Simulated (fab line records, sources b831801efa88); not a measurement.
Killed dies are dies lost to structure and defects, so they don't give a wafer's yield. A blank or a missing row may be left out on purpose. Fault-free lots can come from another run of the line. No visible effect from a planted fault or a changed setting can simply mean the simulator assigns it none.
A struck lot beside a sound one + flow sfq_line + 41 out of 325 route steps
Sound: wafers L536.2, L536.4, L536.6. Wafers L553.3, L553.4, L553.5 were the ones struck. Last of all comes the cause.
Per side, at each step with rows, come the tool, then ch with its chambers, and then its first start. Under that, the readings that differ: sound wafers + struck wafers + difference of the means + sigmas: that difference in standard deviations of wafers without a fault.
alike: a reading whose means differ by less than 2 such deviations, as well as words and numbers matching on both sides. not compared: withheld readings; readings where some wafer has no value; bounds like >300 that might hide an equal value; numbers whose values overlap and for which the record gives no deviation.
The two part at a step that has a row with sigmas, a row that says differs or no value, or rows on one side only. Numbers that don't overlap but have no deviation are shown without sigmas and don't part them. A reading that every wafer of one side lacks parts them only if that side has two wafers or more.

first, 6 steps without rows for these wafers: SFQ_TRILAYER_I6_VIA_LITHO_COAT_174 (resist thk 62 nm); SFQ_TRILAYER_I6_VIA_LITHO_COAT_169 (resist thk 650 nm); SFQ_TRILAYER_I6_VIA_LITHO_SOFTBAKE_173; SFQ_TRILAYER_I6_VIA_LITHO_EXPOSE_170 (exposes mask I6, target cd 700 nm); SFQ_TRILAYER_I6_VIA_LITHO_PEB_172 (peb time 60 s); SFQ_TRILAYER_I6_VIA_LITHO_DEVELOP_171 (time 60 s).
SFQ_I6_OVL_MEAS_942:
  sound on overlay-02 at day 71 03:46; struck on overlay-01 at day 75 04:58
  alike: I6_OVL
SFQ_TRILAYER_I6_VIA_BARC_OPEN_VIA_ETCH_235: etches BARC in O2, target depth 125 nm, time 41.7 s.
  sound on rie_diel-02 ch 1,3, day 71 03:47; struck on rie_diel-04 ch 1,2, day 75 04:59
  alike: drypump_motor_current_A, oes_product_au
  not compared: rf_hours_counter_h
then, 1 step without rows for these wafers: SFQ_TRILAYER_I6_VIA_ETCH_VIA_ETCH_172 (etches SiO2 in CHF3, stops on Nb, target depth 260 nm).
SFQ_TRILAYER_I6_VIA_STRIP_STRIP_173: strips in O2.
  sound on rie_metal-03 ch 0,1, day 71 03:56; struck on rie_metal-02 ch 1, day 75 05:32
  alike: drypump_motor_current_A, oes_product_au
  not compared: rf_hours_counter_h
then, 2 steps without rows for these wafers: SFQ_TRILAYER_I6_VIA_STRIP_SOLV_CLEAN_174 (cleans in NMP, time 600 s); SFQ_TRILAYER_M7_DEP_PRE_CLEAN_176 (time 22.5 s).
SFQ_TRILAYER_M7_DEP_SPUTTER_175: material Nb, target thk 200 nm, time 133.3 s.
  sound on pvd_sputter-05 at day 71 04:46; struck on pvd_sputter-05 at day 75 06:33
| reading                                             | sound                | struck               | difference | sigmas      |
|-----------------------------------------------------|----------------------|----------------------|------------|-------------|
| cathode_dc_power_W (W)                              | 2000.1 1999.8 1999.5 | 2347.8 2348.0 2347.9 | +348.1     | +99 or more |
| model.Nb_of_TRILAYER_M7_DEP_SPUTTER_175.thk_nm (nm) | 199.7 200.1 199.8    | 232.2 230.4 232.7    | +31.9      |             |
  alike: throttle_valve_pct
SFQ_M7_RS_MEAS_943: the measuring method here is four-point-probe.
  sound on film_metro-01 at day 71 04:52; struck on film_metro-03 at day 75 06:58
| reading           | sound             | struck            | difference | sigmas |
|-------------------|-------------------|-------------------|------------|--------|
| M7_NB_RS (ohm/sq) | 0.891 0.888 0.888 | 0.767 0.773 0.764 | -0.121     | -10    |
  not compared: hold
then, 5 steps without rows for these wafers: SFQ_TRILAYER_M7_LITHO_COAT_177 (resist thk 600 nm); SFQ_TRILAYER_M7_LITHO_SOFTBAKE_181; SFQ_TRILAYER_M7_LITHO_EXPOSE_178 (exposes mask M7, target cd 500 nm); SFQ_TRILAYER_M7_LITHO_PEB_180 (peb time 60 s); SFQ_TRILAYER_M7_LITHO_DEVELOP_179 (time 60 s).
-- the record jumps here: 4 days lie between the struck wafers' starts before and after --
SFQ_M7_OVL_MEAS_945:
  sound on overlay-01 at day 74 08:23; struck on overlay-01 at day 79 00:11
  alike: M7_OVL
then, 1 step without rows for these wafers: SFQ_TRILAYER_M7_BARC_OPEN_METAL_ETCH_229 (etches BARC in O2, target depth 125 nm, time 41.7 s).
SFQ_TRILAYER_M7_ETCH_METAL_ETCH_180: etches Nb in Cl2/Ar, stops on SiO2, target depth 240 nm, time 120 s.
  sound on rie_metal-02 ch 0,1, day 74 08:28; struck on rie_metal-02 ch 0,1, day 79 00:19
| reading               | sound             | struck            | difference | sigmas |
|-----------------------|-------------------|-------------------|------------|--------|
| oes_product_au (a.u.) | 0.886 0.898 0.890 | 0.981 0.972 0.974 | +0.084     | +11    |
  alike: drypump_motor_current_A
  not compared: rf_hours_counter_h
then, 2 steps without rows for these wafers: SFQ_TRILAYER_M7_STRIP_STRIP_181 (strips in O2); SFQ_TRILAYER_M7_STRIP_SOLV_CLEAN_182 (cleans in NMP, time 600 s).
SFQ_TRILAYER_I7_DEP_PECVD_183: deposits SiO2 from SiH4/N2O, time 111.11 s, target thk 500 nm.
  sound on pecvd-01 ch 0,1,2, day 74 09:22; struck on pecvd-03 ch 0,1,2, day 79 01:11
  alike: heater_power_w, showerhead_vpp_V, throttle_valve_pct
then, 1 step without rows for these wafers: SFQ_TRILAYER_I7_CMP_CMP_184 (polishes SiO2).
SFQ_I7_BOW_MEAS_946:
  sound on film_metro-03 at day 74 19:15; struck on film_metro-01 at day 79 15:02
  alike: I7_BOW
SFQ_TRILAYER_I7_METRO_MEASURE_185:
  sound on film_metro-03 at day 74 19:33; struck on film_metro-01 at day 79 15:31
  alike: thk_nm
then, 6 steps without rows for these wafers: SFQ_TRILAYER_I7_VIA_LITHO_COAT_192 (resist thk 62 nm); SFQ_TRILAYER_I7_VIA_LITHO_COAT_187 (resist thk 650 nm); SFQ_TRILAYER_I7_VIA_LITHO_SOFTBAKE_191; SFQ_TRILAYER_I7_VIA_LITHO_EXPOSE_188 (exposes mask I7, target cd 1000 nm); SFQ_TRILAYER_I7_VIA_LITHO_PEB_190 (peb time 60 s); SFQ_TRILAYER_I7_VIA_LITHO_DEVELOP_189 (time 60 s).
SFQ_I7_OVL_MEAS_947:
  sound on overlay-01 at day 75 10:58; struck on overlay-01 at day 80 04:20
  alike: I7_OVL
SFQ_TRILAYER_I7_VIA_BARC_OPEN_VIA_ETCH_260: etches BARC in O2, target depth 125 nm, time 41.7 s.
  sound on rie_diel-03 ch 2,3, day 75 10:59; struck on rie_diel-02 ch 1,2,3, day 80 04:22
  alike: drypump_motor_current_A, oes_product_au
  not compared: rf_hours_counter_h
then, 4 steps without rows for these wafers: SFQ_TRILAYER_I7_VIA_ETCH_VIA_ETCH_190 (etches SiO2 in CHF3, stops on Nb, target depth 260 nm); SFQ_TRILAYER_I7_VIA_STRIP_STRIP_191 (strips in O2); SFQ_TRILAYER_I7_VIA_STRIP_SOLV_CLEAN_192 (cleans in NMP, time 600 s); SFQ_TRILAYER_M8_LITHO_LOR_COAT_197.
SFQ_M8_BOW_MEAS_951:
  sound on film_metro-04 at day 77 09:25; struck on film_metro-03 at day 80 16:17
| reading                 | sound              | struck               | difference | sigmas |
|-------------------------|--------------------|----------------------|------------|--------|
| M8_BOW (um)             | 28 32 13           | 10 -5 -1             | -23        | -2     |
| model.etest.m7.ohm_um   | 1.794 1.788 1.789  | 1.534 1.549 1.535    | -0.251     |        |
| model.etest.i6.link_ohm | 1.861 1.87 1.861   | 1.738 1.73 1.738     | -0.129     |        |
| model.etest.i7.link_ohm | 1.052 1.051 1.053  | 0.9227 0.9311 0.9218 | -0.1268    |        |
| model.etest.m7.ohm_sq   | 0.89 0.8884 0.8895 | 0.7656 0.7716 0.7639 | -0.1223    |        |

## WHERE THEY PART
At SFQ_TRILAYER_M7_DEP_SPUTTER_175 first; at SFQ_M8_BOW_MEAS_951 last (within this record only).

WHY: what the simulator had put in
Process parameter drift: pvd_sputter-05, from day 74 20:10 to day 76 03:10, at SFQ_TRILAYER_M7_DEP_SPUTTER_175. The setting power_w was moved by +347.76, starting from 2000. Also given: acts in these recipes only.
